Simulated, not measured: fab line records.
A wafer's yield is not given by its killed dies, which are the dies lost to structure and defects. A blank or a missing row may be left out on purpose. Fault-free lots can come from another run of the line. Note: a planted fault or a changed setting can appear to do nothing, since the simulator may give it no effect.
Chamber matching | flow sky130 | SKY_VIA2_CMP_02 on cmp-01 has 4 sister chambers
The step polishes SiO2. 4 wafers are shown with their chamber, then 11 later ones without.

== EACH WAFER AND ITS CHAMBER ==
wafer  | chamber | motor_current_A (A)
L473.5 | 2       | 12.9
L474.2 | 3       | 16.1
L474.3 | 0       | 13.6
L475.1 | 1       | 12.0

== WAFERS MISSING THEIR CHAMBER ==
wafer  | motor_current_A (A)
L475.4 | 15.9
L475.5 | 13.4
L483.1 | 13.4
L483.2 | 13.1
L483.5 | 13.1
L481.1 | 13.4
L481.3 | 13.4
L481.4 | 12.4
L484.4 | 14.1
L484.5 | 14.1
L484.6 | 16.2

== CHAMBER TAKEN BY EACH ==
wafer  | from the rows above     | in truth
L475.4 | 3                       | 3
L475.5 | can't be placed: 0 or 2 | 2
L483.1 | can't be placed: 0 or 2 | 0
L483.2 | can't be placed: 2 or 0 | 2
L483.5 | can't be placed: 2 or 0 | 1
L481.1 | can't be placed: 0 or 2 | 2
L481.3 | can't be placed: 0 or 2 | 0
L481.4 | can't be placed: 1 or 2 | 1
L484.4 | 0                       | 0
L484.5 | 0                       | 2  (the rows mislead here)
L484.6 | 3                       | 3
Correctly placed: 3 of 11. Can't be placed from these rows: 7 (the true chamber is among the candidates in 6). 1 placed wrongly.
How it was worked out, from the rows above alone: a wafer's distance from a chamber is the root of the sum, over the readings, of the square of ((its reading less the chamber's mean) divided by the reading's scatter). The wafer belongs to the nearest chamber; if the next one is less than 2 further off, it can't be placed. A chamber's mean is the mean of its shown wafers. The scatter (one wafer shown for each chamber): square how far every hidden wafer sits from the nearest shown wafer, average those squares and take the square root.
